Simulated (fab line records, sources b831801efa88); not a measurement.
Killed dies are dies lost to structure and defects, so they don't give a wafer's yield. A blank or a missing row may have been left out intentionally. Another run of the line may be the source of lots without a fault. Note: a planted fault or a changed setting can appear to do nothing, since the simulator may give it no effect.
Comparing a struck lot with a sound one ; flow gf180mcu ; 14 steps out of a route of 602
Sound: the wafers L319.2, L319.3, L319.4. Wafers struck: L309.3, L309.4, L309.5. At the end, the cause is stated.
Per side, at each step with rows, come the tool, then ch with its chambers, and then its first start. Under that, the readings that differ: sound wafers ; struck wafers ; difference of the means ; sigmas: that difference in standard deviations of wafers without a fault.
alike: words and numbers the same on both sides, and readings whose means are apart by under 2 such deviations; not compared: readings that were withheld, readings missing a value for some wafer, numbers with overlapping values and no deviation given by the record, and bounds like >300 which may hide the same value.
A row with sigmas, a row that says differs or no value, or rows on one side alone: a step with any of these is where the two part. Numbers that don't overlap but have no deviation are shown without sigmas and don't part them. Lack of a reading on every wafer of one side parts them only where that side has two or more wafers.

first, 6 steps without rows for these wafers: GF_M4_HMDS_08 (prime time 60 s); GF_M4_COAT_09 (resist thk 1000 nm); GF_M4_SOFTBAKE_10 (time 60 s); GF_M4_EXPOSE_11 (exposes mask Metal4, target cd 280 nm); GF_M4_PEB_12 (peb time 90 s); GF_M4_DEVELOP_13 (develop time 60 s).
GF_M4_CD_MEAS_14: target cd 280 nm.
  sound: cd_sem-02 at day 29 03:42; struck: cd_sem-01 at day 26 07:03
  alike: cd_nm
GF_M4_OVL_MEAS_15:
  sound: overlay-02 at day 29 03:49; struck: overlay-01 at day 26 07:08
  alike: M4_OVL
GF_M4_METAL_ETCH_16: etches the open film in Cl2/BCl3, stops on SiO2, target depth 750.8 nm, time 125.1 s.
  sound on rie_metal-03 ch 0,1, day 29 03:50; struck on rie_metal-02 ch 0, day 26 07:15
  alike: drypump_motor_current_A, oes_product_au, rf_fwd_power_W, throttle_valve_pct
  not compared: rf_hours_counter_h
GF_M4_STRIP_17: strips in O2/N2.
  sound on plasma_asher-04 ch 0,1, day 29 03:58; struck on plasma_asher-04 ch 0,1, day 26 07:28
reading;sound;struck;difference;sigmas
strip_time_to_endpoint_s (s);7.44 7.43 7.44;7.33 7.35 7.36;-0.09;-2
  alike: drypump_motor_current_A, heater_power_w, oes_product_au
  not compared: rf_hours_counter_h
then, 2 steps without rows for these wafers: GF_M4_STRIP_18 (strips in post etch residue remover, time 1200 s); GF_M4_CLEAN_19 (cleans in DIW).
GF_V4_CVD_00: deposits SiO2, target thk 600 nm, time 100 s.
  sound on hdpcvd-01 ch 0,1, day 29 04:32; struck on hdpcvd-02 ch 0,1,2, day 26 08:03
  no value came back on the struck wafers for pressure_mtorr (mTorr), run_length_s (s); on the sound wafers pressure_mtorr (mTorr) reads 6.021 5.994 6.007
GF_PASSIVATION_PROBE_99:
  the record holds rows for the sound wafers here (prober-01, day 33 21:20) but none for the struck ones

WHERE THEY PART
First at GF_M4_STRIP_17; last, within this record, at GF_PASSIVATION_PROBE_99.

WHY: what the simulator had put in
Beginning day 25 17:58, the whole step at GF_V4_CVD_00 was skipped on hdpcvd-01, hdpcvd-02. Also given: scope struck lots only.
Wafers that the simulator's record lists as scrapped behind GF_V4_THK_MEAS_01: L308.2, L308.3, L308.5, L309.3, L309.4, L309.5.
